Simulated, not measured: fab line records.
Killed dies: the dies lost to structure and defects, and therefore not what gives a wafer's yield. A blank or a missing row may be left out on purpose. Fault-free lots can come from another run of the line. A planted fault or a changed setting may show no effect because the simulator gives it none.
Code-filled problem report in 8D (eight disciplines) form -- flow gf180mcu -- the parts of the form that need people (team, actions taken, sign-off) are left out

== 1. WHAT WENT WRONG ==
At GF_DNWELL_IMPLANT_07, dose_ions_cm2 averages 1e+13 over 6 wafers from 2 lots, while fault-free wafers read 1e+13, standard deviation 1.2e+10. Measured from the usual mean, that is +29 standard deviations.
Seen first at day 5 06:56 on implanter-02, wafer L528.2. At this step, 18 wafers from 6 lots have a number in the record. Rule for "out", or "out of limits": more than 4 standard deviations from the usual mean. Any other wafer with a number is counted as sound.

== 2. WHAT THIS IS AND IS NOT ==
question,is,is not
which readings at this step,dose_ions_cm2,-
which lots,"L528, L530","L524, L526, L535, L538"
which wafers of those lots,all that have a number,-
read on which tools,implanter-02,implanter-01
when,from day 5 06:56,"up to then (6 sound wafers); but 6 sound wafers of L535, L538 came after"

== 3. WHAT RULES OUT EACH SUSPECT ==
Counting: any tool at a process step up to the reading is kept as a suspect provided that every lot that is out went through it and no sound lot did after the first of them.
- implanter-02 at GF_DNWELL_IMPLANT_07: kept. It ran every lot that is out, first L528 (day 5 06:56), and no sound lot after that; its last sound lot up to then is L526 (day 4 19:09). Its own readings are out on those wafers: dose_ions_cm2.
After counting, what remains is implanter-02 at GF_DNWELL_IMPLANT_07.

== 4. THE CAUSE (what the simulator had put in) ==
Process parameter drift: implanter-02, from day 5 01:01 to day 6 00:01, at GF_DNWELL_IMPLANT_07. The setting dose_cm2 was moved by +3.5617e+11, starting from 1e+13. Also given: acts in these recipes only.
Counting left only this tool.

== 5. THE CHAIN OF EFFECTS, in route order ==
Rows list readings where the struck wafers' mean (over those with a number) sits beyond 3 standard deviations from the usual. Only readings whose record carries a usual standard deviation are examined. hours: median over the lots of the time between each lot's start at the first step of this table that gives one and its start at this step. sigmas: the change, counted in usual standard deviations.
hours,step,reading,usual,on struck wafers,change,sigmas
0,GF_DNWELL_IMPLANT_07,dose_ions_cm2,1e+13,1e+13,+4e+11,+29
Its process steps:
- GF_DNWELL_IMPLANT_07

== 6. HOW IT WOULD HAVE BEEN CAUGHT EARLIER ==
First out-of-limits reading in this record: day 5 06:56, which is 6 hours after fault onset at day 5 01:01.
